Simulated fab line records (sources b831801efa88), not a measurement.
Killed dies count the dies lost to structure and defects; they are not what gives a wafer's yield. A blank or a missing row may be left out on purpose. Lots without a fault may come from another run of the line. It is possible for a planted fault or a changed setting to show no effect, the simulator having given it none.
fab line records	flow sky130
record: lots: 24	wafers: 72	last_day: 50
route steps=708 shown FIELD_ISO@16 PWDE@52 VIA2@509 CAPM@549 VIA3@576 METAL4@600
lots that met no fault: taken from a fault-free run of the same line
start_h: start of the lot's first displayed wafer, in hours after the record's first day	wait_h: hours from the lot's prior step to this one	" the same as in the row above	L1.1+2: one row covering several wafers at once	- no value, or no start given	* or withheld: withheld	< > ~ a bound
route shown NAME@n: names a module that has steps shown in the file, with the first one's number in the route	usual: mean/standard deviation of fault-free wafers	same: alike in all rows	chamber/n: place in a boat	sites: per-site readings	_std_site: how widely they spread, as a standard deviation	_edge_site: outer sites' mean less inner sites'	radius_mm: how far each site lies from the wafer's centre	mask NAME#n: copy n	behind: the most recent tool/chamber to have shaped the wafer	hold: cause of the lot's hold/its duration in hours/its outcome	device: whichever transistor did not switch (one of n, p or np)	end of line: tests run on the same wafers once the route is complete	step lacking rows: just its recipe	killed: at the first sort, the dies lost to defects and structure; wafer yield is something else	map: the dies of a wafer, with x for killed, . for not killed, _ for no die there
set.NAME: the run value of the setting; set.NAME@STEP: its run value at that earlier step	model.NAME: the simulator's own value behind a step, which no gauge read
the route's steps for a sample of lots (tables are steps, rows are wafers)
services: when a tool's chamber went out of use (start_h, in hours from the record's first day, below 0 if earlier), for how many hours, and the reason
== steps ==
step: SKY_FIELD_ISO_ETCH_15
recipe: chemistry: CHF3/O2	target_depth_nm: 180	stop_on: Si	source_w: 600	bias_w: 200	pressure_mtorr: 40	chf3_flow_sccm: 50	O2_flow_sccm: 5	time_s: 72
usual: drypump_motor_current_A: 5.5/0.39	oes_product_au: 0.947/0.0068	throttle_valve_pct: 8.845/0.0089
lot.wafer	tool	chamber	start_h	wait_h	drypump_motor_current_A	oes_product_au	rf_hours_counter_h	throttle_valve_pct
L074.2	rie_diel-03	3	27.87	0.0	5.8	0.964	1	8.845
L074.4	"	1	"	"	4.7	0.949	32	8.839
L074.5	"	1	"	"	4.7	0.943	-	8.858
L075.1	rie_diel-02	2	34.07	0.0	5.5	0.946	3	8.842
L075.4	"	3	"	"	5.2	0.948	94	8.831
L075.5	"	0	"	"	5.4	0.950	-	8.856
L076.3	rie_diel-02	3	40.07	0.0	5.2	0.944	94	8.840
L076.4	"	2	"	"	5.5	0.965	3	8.851
L076.6	"	2	"	"	5.6	0.954	-	8.852
L077.1	rie_diel-03	1	43.47	0.0	4.7	0.946	32	8.845
L077.2	"	0	"	"	5.1	0.956	68	8.847
L077.4	"	3	"	"	5.9	0.946	2	8.836
L078.2	rie_diel-02	0	51.52	0.0	5.3	0.954	157	8.842
L078.3	"	2	"	"	5.6	0.962	3	8.832
L078.4	"	1	"	"	5.9	0.951	66	8.849
L079.1	rie_diel-02	0	55.47	0.0	5.3	0.958	158	8.859
L079.4	"	1	"	"	5.9	0.944	67	8.838
L079.5	"	3	"	"	5.2	0.952	-	8.840
L080.2	rie_diel-03	1	61.53	0.0	4.7	0.947	32	8.835
L080.3	"	0	"	"	5.1	0.945	69	8.853
L080.4	"	3	"	"	5.8	0.947	2	8.852
L081.1	rie_diel-02	0	65.67	0.0	5.3	0.946	158	8.851
L081.2	"	3	"	"	5.2	0.956	95	8.870
L081.4	"	0	"	"	5.3	0.954	-	8.841
L082.1	rie_diel-03	2	70.52	0.0	5.9	0.940	7	8.835
L082.3	"	0	"	"	5.1	0.942	69	8.847
L082.6	"	2	"	"	6.0	0.946	-	8.846
L083.1	rie_diel-02	1	74.63	0.0	5.9	0.939	67	8.863
L083.2	"	2	"	"	5.6	0.949	4	8.832
L083.3	"	0	"	"	5.4	0.944	158	8.854
L084.1	rie_diel-03	3	82.17	0.0	5.8	0.941	3	8.845
L084.2	"	2	"	"	5.9	0.949	8	8.853
L084.6	"	1	"	"	4.7	0.945	-	8.848
L085.2	rie_diel-02	2	85.43	0.0	5.6	0.946	4	8.849
L085.4	"	0	"	"	5.4	0.939	158	8.852
L085.5	"	1	"	"	5.9	0.945	-	8.841
L086.2	rie_diel-02	0	94.12	0.0	5.4	0.942	158	8.840
L086.4	"	3	"	"	5.2	0.955	95	8.847
L086.5	"	0	"	"	5.3	0.957	-	8.830
L087.2	rie_diel-02	3	96.67	0.0	5.2	0.950	95	8.843
L087.3	"	2	"	"	5.5	0.941	4	8.851
L087.5	"	3	"	"	5.2	0.943	-	8.833
L088.1	rie_diel-02	1	102.08	0.0	5.9	0.943	68	8.829
L088.4	"	0	"	"	5.3	0.939	159	8.850
L088.5	"	2	"	"	5.5	0.950	-	8.855
L089.1	rie_diel-04	1	106.03	0.0	5.9	0.947	44	8.846
L089.5	"	1	"	"	5.9	0.952	-	8.850
L089.6	"	0	"	"	5.9	0.957	-	8.846
L090.2	rie_diel-04	2	112.47	0.0	5.2	0.944	20	8.858
L090.4	"	3	"	"	6.0	0.952	66	8.838
L090.6	"	1	"	"	5.8	0.940	-	8.834
L091.1	rie_diel-04	3	116.38	0.0	6.0	0.945	66	8.846
L091.5	"	1	"	"	5.9	0.944	-	8.855
L091.6	"	0	"	"	5.9	0.941	-	8.860
L092.3	rie_diel-04	3	120.77	0.0	6.0	0.938	66	8.841
L092.5	"	1	"	"	5.9	0.944	-	8.843
L092.6	"	2	"	"	5.3	0.950	-	8.855
L093.2	rie_diel-02	0	129.07	0.0	5.4	0.938	159	8.841
L093.3	"	3	"	"	5.2	0.934	96	8.834
L093.5	"	0	"	"	5.3	0.936	-	8.839
L094.1	rie_diel-02	1	132.34	0.0	5.9	0.953	68	8.844
L094.3	"	2	"	"	5.5	0.952	5	8.836
L094.6	"	0	"	"	5.3	0.942	-	8.854
L095.1	rie_diel-04	3	137.32	0.0	6.0	0.944	67	8.853
L095.4	"	2	"	"	5.2	0.952	21	8.829
L095.5	"	3	"	"	6.0	0.951	-	8.845
L096.3	rie_diel-04	2	143.48	0.0	5.3	0.960	21	8.844
L096.5	"	0	"	"	5.9	0.950	-	8.844
L096.6	"	3	"	"	6.1	0.950	-	8.832
L097.1	rie_diel-03	2	150.53	0.0	5.9	0.947	9	8.853
L097.3	"	1	"	"	4.7	0.951	34	8.853
L097.5	"	1	"	"	4.8	0.949	-	8.851
step: SKY_PWDE_OVL_MEAS_07
usual: PWDE_OVL: -0.5/1.4
lot.wafer	tool	chamber	start_h	wait_h	PWDE_OVL[nm]
L074.2	overlay-02	-	66.47	-	-3.0
L074.4	"	-	"	"	-2.4
L074.5	"	-	"	"	-2.7
L075.1	overlay-02	-	72.55	-	-1.8
L075.4	"	-	"	"	-2.5
L075.5	"	-	"	"	-2.5
L076.3	overlay-01	-	78.90	-	0.5
L076.4	"	-	"	"	0.6
L076.6	"	-	"	"	0.1
L077.1	overlay-02	-	83.00	-	0.5
L077.2	"	-	"	"	-0.5
L077.4	"	-	"	"	-0.3
L078.2	overlay-02	-	90.19	-	-0.8
L078.3	"	-	"	"	-0.9
L078.4	"	-	"	"	-1.4
L079.1	overlay-01	-	95.29	-	-1.0
L079.4	"	-	"	"	0.1
L079.5	"	-	"	"	-0.2
L080.2	overlay-02	-	102.39	-	1.5
L080.3	"	-	"	"	-1.4
L080.4	"	-	"	"	-0.8
L081.1	overlay-01	-	108.65	-	-0.7
L081.2	"	-	"	"	0.7
L081.4	"	-	"	"	-0.1
L082.1	overlay-02	-	113.07	-	-0.2
L082.3	"	-	"	"	-1.4
L082.6	"	-	"	"	-0.5
L083.1	overlay-01	-	117.72	-	-0.2
L083.2	"	-	"	"	0.8
L083.3	"	-	"	"	-1.0
L084.1	overlay-01	-	125.19	-	-3.4
L084.2	"	-	"	"	-2.8
L084.6	"	-	"	"	-2.6
L085.2	overlay-01	-	129.69	-	-0.5
L085.4	"	-	"	"	2.9
L085.5	"	-	"	"	1.2
L086.2	overlay-01	-	135.57	-	-2.4
L086.4	"	-	"	"	-1.1
L086.5	"	-	"	"	-0.3
L087.2	overlay-02	-	139.36	-	0.7
L087.3	"	-	"	"	1.4
L087.5	"	-	"	"	1.1
L088.1	overlay-01	-	145.40	-	-2.6
L088.4	"	-	"	"	-1.3
L088.5	"	-	"	"	1.3
L089.1	overlay-01	-	149.74	-	0.8
L089.5	"	-	"	"	1.2
L089.6	"	-	"	"	0.8
L090.2	overlay-01	-	157.57	-	0.4
L090.4	"	-	"	"	-0.5
L090.6	"	-	"	"	-0.2
L091.1	overlay-01	-	163.20	-	-0.9
L091.5	"	-	"	"	0.0
L091.6	"	-	"	"	1.0
L092.3	overlay-02	-	168.00	-	-0.1
L092.5	"	-	"	"	-1.5
L092.6	"	-	"	"	0.3
L093.2	overlay-02	-	175.46	-	-0.4
L093.3	"	-	"	"	-0.4
L093.5	"	-	"	"	1.7
L094.1	overlay-02	-	180.90	-	-2.7
L094.3	"	-	"	"	-4.4
L094.6	"	-	"	"	-0.9
L095.1	overlay-02	-	184.62	-	1.1
L095.4	"	-	"	"	1.1
L095.5	"	-	"	"	1.1
L096.3	overlay-01	-	189.28	-	1.1
L096.5	"	-	"	"	1.1
L096.6	"	-	"	"	-0.5
L097.1	overlay-01	-	202.92	-	-1.1
L097.3	"	-	"	"	-0.1
L097.5	"	-	"	"	-1.4
step: SKY_VIA2_CMP_02
recipe: material: SiO2	down_force_psi: 4	platen_rpm: 60	pad_velocity_m_s: 0.94248
usual: motor_current_A: 10.9/1.2	platen_rpm: 60.00/0.043
lot.wafer	tool	chamber	start_h	wait_h	motor_current_A	platen_rpm
L074.2	cmp-01	2	814.33	0.1	9.0	60.04
L074.4	"	3	"	"	11.5	59.99
L074.5	"	2	"	"	9.2	60.02
L075.1	cmp-01	2	823.87	0.1	9.2	60.00
L075.4	"	0	"	"	9.8	59.98
L075.5	"	2	"	"	9.1	59.99
L076.4	cmp-02	0	840.58	0.0	9.4	59.97
L076.3	"	2	"	"	12.0	59.96
L076.6	"	0	"	"	9.6	59.99
L077.1	cmp-02	1	842.13	0.1	12.8	60.02
L077.2	"	2	"	"	12.0	59.99
L077.4	"	0	"	"	9.4	60.00
L078.2	cmp-02	0	851.02	0.0	9.7	59.99
L078.3	"	2	"	"	11.2	60.02
L078.4	"	3	"	"	11.1	59.92
L079.1	cmp-01	0	861.93	0.1	10.7	60.07
L079.4	"	3	"	"	11.6	59.97
L079.5	"	0	"	"	10.7	60.00
L080.4	cmp-01	1	872.63	0.0	11.9	60.03
L080.2	"	2	"	"	9.0	59.99
L080.3	"	3	"	"	11.4	60.08
L081.4	cmp-01	3	880.22	0.0	11.6	59.97
L081.1	"	0	"	"	10.6	59.94
L081.2	"	1	"	"	11.0	59.98
L082.3	cmp-02	0	885.77	0.1	9.1	60.00
L082.1	"	1	"	"	12.6	60.01
L082.6	"	2	"	"	11.3	59.98
L083.1	cmp-02	3	888.98	0.1	11.4	60.11
L083.2	"	0	"	"	9.7	59.99
L083.3	"	2	"	"	11.2	60.10
L084.1	cmp-01	2	901.21	0.1	9.0	59.99
L084.2	"	3	"	"	11.3	60.11
L084.6	"	2	"	"	8.9	60.03
L085.4	cmp-02	0	910.35	0.1	9.8	60.01
L085.2	"	1	"	"	13.0	60.03
L085.5	"	0	"	"	9.3	60.02
L086.2	cmp-01	0	917.41	0.1	10.5	59.95
L086.4	"	1	"	"	11.5	59.99
L086.5	"	2	"	"	8.8	60.04
L087.3	cmp-02	3	917.63	0.1	11.5	59.91
L087.2	"	0	"	"	9.7	60.06
L087.5	"	2	"	"	11.4	59.98
L088.1	cmp-01	0	929.99	0.3	9.7	60.02
L088.4	"	1	"	"	11.6	60.00
L088.5	"	3	"	"	11.5	59.87
L089.1	cmp-02	2	933.57	0.2	11.9	60.05
L089.5	"	3	"	"	11.1	59.97
L089.6	"	0	"	"	9.7	59.94
L090.4	cmp-02	2	938.38	0.1	11.5	60.01
L090.2	"	0	"	"	9.3	59.95
L090.6	"	2	"	"	10.8	60.08
L091.1	cmp-01	3	948.80	0.1	11.7	59.98
L091.6	"	3	"	"	12.0	59.98
L091.5	"	0	"	"	10.3	60.05
L092.3	cmp-01	2	953.58	0.1	8.9	60.07
L092.5	"	1	"	"	11.3	60.09
L092.6	"	2	"	"	8.8	59.97
L093.2	cmp-02	3	962.67	0.1	11.6	59.96
L093.3	"	0	"	"	9.7	60.03
L093.5	"	2	"	"	11.8	59.99
L094.3	cmp-02	2	967.43	0.0	11.2	59.99
L094.1	"	3	"	"	11.2	60.01
L094.6	"	3	"	"	11.3	60.02
L095.4	cmp-02	0	982.69	0.1	9.7	59.99
L095.1	"	1	"	"	13.2	60.07
L095.5	"	0	"	"	9.6	59.94
L096.3	cmp-01	0	985.87	0.1	10.1	60.00
L096.6	"	0	"	"	10.4	60.04
L096.5	"	1	"	"	11.4	60.00
L097.1	cmp-01	0	991.23	0.1	10.1	59.98
L097.3	"	1	"	"	11.5	60.00
L097.5	"	0	"	"	10.8	59.99
step: SKY_CAPM_OVL_MEAS_12
usual: CAPM_OVL: 0.3/1.4
lot.wafer	tool	chamber	start_h	wait_h	CAPM_OVL[nm]
L074.2	overlay-01	-	868.89	0.1	-0.1
L074.4	"	-	"	"	0.3
L074.5	"	-	"	"	0.9
L075.1	overlay-02	-	878.21	0.1	0.8
L075.4	"	-	"	"	0.7
L075.5	"	-	"	"	-0.1
L076.3	overlay-02	-	895.05	0.1	-0.4
L076.4	"	-	"	"	-0.6
L076.6	"	-	"	"	-2.2
L077.1	overlay-01	-	896.34	0.1	0.5
L077.2	"	-	"	"	-0.5
L077.4	"	-	"	"	-1.6
L078.2	overlay-01	-	904.74	0.1	0.2
L078.3	"	-	"	"	4.4
L078.4	"	-	"	"	2.3
L079.1	overlay-02	-	915.30	0.1	0.4
L079.4	"	-	"	"	-1.1
L079.5	"	-	"	"	-1.2
L080.2	overlay-01	-	925.12	0.1	1.0
L080.3	"	-	"	"	0.3
L080.4	"	-	"	"	2.0
L081.1	overlay-02	-	932.16	0.1	0.0
L081.2	"	-	"	"	0.4
L081.4	"	-	"	"	1.5
L082.1	overlay-01	-	937.51	0.1	0.2
L082.3	"	-	"	"	1.3
L082.6	"	-	"	"	-0.5
L083.1	overlay-02	-	941.44	0.1	-0.1
L083.2	"	-	"	"	-0.4
L083.3	"	-	"	"	-1.2
L084.1	overlay-01	-	951.85	0.1	0.7
L084.2	"	-	"	"	-1.9
L084.6	"	-	"	"	-0.6
L085.2	overlay-02	-	960.22	0.1	2.3
L085.4	"	-	"	"	1.8
L085.5	"	-	"	"	0.4
L086.2	overlay-01	-	968.22	0.1	2.5
L086.4	"	-	"	"	1.8
L086.5	"	-	"	"	-0.3
L087.2	overlay-01	-	968.82	0.1	1.6
L087.3	"	-	"	"	1.2
L087.5	"	-	"	"	1.0
L088.1	overlay-02	-	979.45	0.1	-0.2
L088.4	"	-	"	"	-0.8
L088.5	"	-	"	"	0.9
L089.1	overlay-02	-	983.45	0.1	0.0
L089.5	"	-	"	"	0.0
L089.6	"	-	"	"	-0.3
L090.2	overlay-02	-	988.32	0.1	0.1
L090.4	"	-	"	"	3.0
L090.6	"	-	"	"	1.1
L091.1	overlay-02	-	998.89	0.1	-1.6
L091.5	"	-	"	"	-1.8
L091.6	"	-	"	"	0.8
L092.3	overlay-02	-	1002.52	0.1	-2.0
L092.5	"	-	"	"	1.4
L092.6	"	-	"	"	0.3
L093.2	overlay-02	-	1011.74	0.1	1.2
L093.3	"	-	"	"	-2.0
L093.5	"	-	"	"	-1.1
L094.1	overlay-01	-	1016.50	0.1	0.2
L094.3	"	-	"	"	-1.5
L094.6	"	-	"	"	-2.7
L095.1	overlay-02	-	1030.15	0.1	2.0
L095.4	"	-	"	"	0.6
L095.5	"	-	"	"	2.0
L096.3	overlay-01	-	1034.05	0.1	-0.1
L096.5	"	-	"	"	1.1
L096.6	"	-	"	"	0.7
L097.1	overlay-01	-	1039.34	0.1	1.3
L097.3	"	-	"	"	0.6
L097.5	"	-	"	"	0.1
step: SKY_VIA3_BOW_MEAS_03
recipe: mode: bow
usual: VIA3_BOW: 80/7.3
lot.wafer	tool	chamber	start_h	wait_h	VIA3_BOW[um]
L074.2	film_metro-02	-	897.13	0.2	82
L074.4	"	-	"	"	86
L074.5	"	-	"	"	79
L075.1	film_metro-03	-	906.06	0.2	83
L075.4	"	-	"	"	78
L075.5	"	-	"	"	93
L076.3	film_metro-04	-	922.35	0.1	74
L076.4	"	-	"	"	82
L076.6	"	-	"	"	84
L077.1	film_metro-02	-	923.63	0.2	77
L077.2	"	-	"	"	89
L077.4	"	-	"	"	67
L078.2	film_metro-04	-	931.84	0.2	78
L078.3	"	-	"	"	82
L078.4	"	-	"	"	79
L079.1	film_metro-04	-	941.30	0.1	87
L079.4	"	-	"	"	96
L079.5	"	-	"	"	83
L080.2	film_metro-04	-	951.96	0.1	77
L080.3	"	-	"	"	73
L080.4	"	-	"	"	66
L081.1	film_metro-03	-	958.55	0.1	74
L081.2	"	-	"	"	71
L081.4	"	-	"	"	87
L082.1	film_metro-03	-	964.14	0.2	82
L082.3	"	-	"	"	81
L082.6	"	-	"	"	79
L083.1	film_metro-02	-	968.29	0.2	85
L083.2	"	-	"	"	75
L083.3	"	-	"	"	77
L084.1	film_metro-02	-	978.44	0.2	83
L084.2	"	-	"	"	76
L084.6	"	-	"	"	78
L085.2	film_metro-04	-	985.89	0.1	84
L085.4	"	-	"	"	88
L085.5	"	-	"	"	85
L086.2	film_metro-04	-	994.28	0.3	92
L086.4	"	-	"	"	80
L086.5	"	-	"	"	88
L087.2	film_metro-04	-	995.23	0.2	79
L087.3	"	-	"	"	97
L087.5	"	-	"	"	86
L088.1	film_metro-02	-	1005.49	0.1	82
L088.4	"	-	"	"	78
L088.5	"	-	"	"	87
L089.1	film_metro-03	-	1008.89	0.1	81
L089.5	"	-	"	"	88
L089.6	"	-	"	"	78
L090.2	film_metro-03	-	1014.01	0.2	76
L090.4	"	-	"	"	89
L090.6	"	-	"	"	87
L091.1	film_metro-02	-	1024.14	0.2	73
L091.5	"	-	"	"	75
L091.6	"	-	"	"	64
L092.3	film_metro-02	-	1027.78	0.3	79
L092.5	"	-	"	"	87
L092.6	"	-	"	"	75
L093.2	film_metro-04	-	1037.57	0.3	93
L093.3	"	-	"	"	88
L093.5	"	-	"	"	80
L094.1	film_metro-03	-	1041.88	0.2	70
L094.3	"	-	"	"	86
L094.6	"	-	"	"	72
L095.1	film_metro-03	-	1054.61	0.2	66
L095.4	"	-	"	"	66
L095.5	"	-	"	"	85
L096.3	film_metro-03	-	1058.05	0.2	79
L096.5	"	-	"	"	72
L096.6	"	-	"	"	75
L097.1	film_metro-03	-	1063.34	0.1	75
L097.3	"	-	"	"	83
L097.5	"	-	"	"	76
step: SKY_METAL4_SPUTTER_02
recipe: material: AlCu	target_thk_nm: 735	power_w: 10600	time_s: 39.1	chamber_pressure_pa: 0.4
usual: throttle_valve_pct: 29.6/1.1
lot.wafer	tool	chamber	start_h	wait_h	throttle_valve_pct
L074.2	pvd_sputter-01	-	923.58	0.0	29.1
L074.4	"	-	"	"	31.1
L074.5	"	-	"	"	31.0
L075.1	pvd_sputter-03	-	932.49	0.0	30.3
L075.4	"	-	"	"	28.4
L075.5	"	-	"	"	30.2
L076.3	pvd_sputter-03	-	948.84	0.0	30.1
L076.4	"	-	"	"	29.4
L076.6	"	-	"	"	29.3
L077.1	pvd_sputter-01	-	949.91	0.0	28.8
L077.2	"	-	"	"	31.1
L077.4	"	-	"	"	27.5
L078.2	pvd_sputter-03	-	957.78	0.0	29.3
L078.3	"	-	"	"	28.4
L078.4	"	-	"	"	30.0
L079.1	pvd_sputter-01	-	966.58	0.0	29.9
L079.4	"	-	"	"	27.6
L079.5	"	-	"	"	29.9
L080.2	pvd_sputter-02	-	977.68	0.0	29.1
L080.3	"	-	"	"	29.9
L080.4	"	-	"	"	30.9
L081.1	pvd_sputter-03	-	984.27	0.0	29.4
L081.2	"	-	"	"	30.1
L081.4	"	-	"	"	30.1
L082.1	pvd_sputter-01	-	989.58	0.0	29.3
L082.3	"	-	"	"	27.6
L082.6	"	-	"	"	27.2
L083.1	pvd_sputter-01	-	993.92	0.0	27.4
L083.2	"	-	"	"	31.2
L083.3	"	-	"	"	29.2
L084.1	pvd_sputter-01	-	1003.28	0.0	30.9
L084.2	"	-	"	"	27.2
L084.6	"	-	"	"	31.0
L085.2	pvd_sputter-01	-	1010.13	0.0	30.9
L085.4	"	-	"	"	30.0
L085.5	"	-	"	"	29.9
L086.2	pvd_sputter-02	-	1019.22	0.0	29.2
L086.4	"	-	"	"	31.0
L086.5	"	-	"	"	28.9
L087.2	pvd_sputter-02	-	1019.92	0.0	31.1
L087.3	"	-	"	"	29.8
L087.5	"	-	"	"	30.7
L088.1	pvd_sputter-01	-	1030.44	0.0	29.2
L088.4	"	-	"	"	31.0
L088.5	"	-	"	"	29.9
L089.1	pvd_sputter-02	-	1034.07	0.0	30.8
L089.5	"	-	"	"	30.8
L089.6	"	-	"	"	30.8
L090.2	pvd_sputter-03	-	1038.60	0.0	30.7
L090.4	"	-	"	"	30.2
L090.6	"	-	"	"	30.1
L091.1	pvd_sputter-01	-	1048.37	0.0	30.7
L091.5	"	-	"	"	29.8
L091.6	"	-	"	"	27.6
L092.3	pvd_sputter-01	-	1051.44	0.0	29.0
L092.5	"	-	"	"	30.1
L092.6	"	-	"	"	27.7
L093.2	pvd_sputter-02	-	1061.27	0.0	29.1
L093.3	"	-	"	"	30.8
L093.5	"	-	"	"	29.1
L094.1	pvd_sputter-03	-	1065.47	0.0	30.3
L094.3	"	-	"	"	29.9
L094.6	"	-	"	"	29.1
L095.1	pvd_sputter-01	-	1077.48	0.0	29.9
L095.4	"	-	"	"	28.7
L095.5	"	-	"	"	27.3
L096.3	pvd_sputter-01	-	1080.58	0.0	30.8
L096.5	"	-	"	"	27.2
L096.6	"	-	"	"	29.9
L097.1	pvd_sputter-02	-	1085.73	0.0	31.1
L097.3	"	-	"	"	30.7
L097.5	"	-	"	"	29.7
== services ==
tool	chamber	start_h	hours	kind
cmp-01	-	50.72	0.6	repair
rie_diel-02	0	51.84	1.6	repair
rie_diel-02	2	62.86	4.3	repair
cmp-02	-	64.00	4.0	pm
cmp-01	-	80.09	1.4	repair
cmp-01	-	83.05	6.0	pm
rie_diel-02	3	88.52	4.3	repair
cmp-01	-	101.26	0.9	repair
cmp-02	-	119.28	2.4	repair
rie_diel-02	-	119.93	2.8	pm
cmp-02	-	188.93	4.7	pm
cmp-01	-	189.49	2.1	repair
rie_diel-02	3	231.64	3.4	repair
cmp-01	-	232.00	4.0	pm
cmp-02	-	278.52	0.8	repair
cmp-02	-	286.62	17.0	repair
rie_diel-02	2	299.22	6.6	repair
cmp-02	-	313.07	8.8	pm
cmp-01	-	317.30	4.0	repair
rie_diel-02	3	358.24	2.3	repair
cmp-02	-	366.25	2.0	repair
cmp-01	-	366.61	0.6	repair
cmp-01	-	372.67	3.8	pm
cmp-02	-	404.00	4.0	pm
== key ==
fault none
